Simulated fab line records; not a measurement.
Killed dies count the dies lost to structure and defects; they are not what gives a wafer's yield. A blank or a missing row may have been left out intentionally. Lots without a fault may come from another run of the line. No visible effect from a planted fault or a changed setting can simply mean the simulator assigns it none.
Matching of chambers    flow sky130    SKY_CONTACT_CMP_27 on cmp-02 has 4 sister chambers
The step polishes, stops on SiO2, t overpolish 15 s, target thk 0 nm. 8 wafers are shown with their chamber, then 12 later ones without.

## WAFERS WITH THEIR CHAMBER
wafer   chamber  motor_current_A (A)  time_to_endpoint_s (s)
L085.6  1        9.5                  75.8
L087.5  2        11.2                 81.9
L089.2  1        9.9                  77.3
L089.5  3        11.0                 79.6
L089.6  0        10.8                 79.0
L092.3  0        10.3                 81.5
L092.4  2        11.4                 86.0
L092.5  3        10.1                 85.6

## WAFERS WITHOUT THEIR CHAMBER
wafer   motor_current_A (A)  time_to_endpoint_s (s)
L091.1  10.5                 82.4
L091.3  10.8                 82.0
L091.5  11.1                 83.2
L094.1  9.6                  79.9
L094.4  10.6                 82.9
L094.5  11.0                 83.1
L095.3  9.7                  82.1
L095.4  10.1                 85.8
L095.5  10.4                 81.0
L096.1  10.7                 81.8
L096.3  11.0                 85.1
L096.5  9.9                  78.8

## WHICH CHAMBER EACH ONE RAN IN
wafer   from the rows above                in truth
L091.1  can't be placed: 3 or 0 or 2       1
L091.3  can't be placed: 3 or 0 or 2       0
L091.5  can't be placed: 2 or 3 or 0       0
L094.1  can't be placed: 1 or 0 or 3       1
L094.4  can't be placed: 3 or 0 or 2       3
L094.5  can't be placed: 2 or 3 or 0       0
L095.3  can't be placed: 1 or 3 or 0       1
L095.4  can't be placed: 3 or 0 or 2 or 1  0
L095.5  can't be placed: 0 or 3 or 1       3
L096.1  can't be placed: 3 or 0 or 2       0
L096.3  can't be placed: 2 or 3 or 0       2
L096.5  can't be placed: 1 or 0 or 3       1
Placed correctly: 0 of 12. Not placeable from these rows: 12 (in 11, the candidates include the true chamber). Placed wrongly: 0.
How it was worked out, from the rows above alone: a wafer's distance from a chamber is the root of the sum, over the readings, of the square of ((its reading less the chamber's mean) divided by the reading's scatter). If the next closest chamber is less than 2 further off than the closest, the wafer can't be placed; otherwise it belongs to the closest. For every chamber, the mean is computed from those of its wafers that are shown. The scatter: the root of (the sum of the squares of (reading less its chamber's mean) over the shown wafers, divided by (wafers less chambers)).
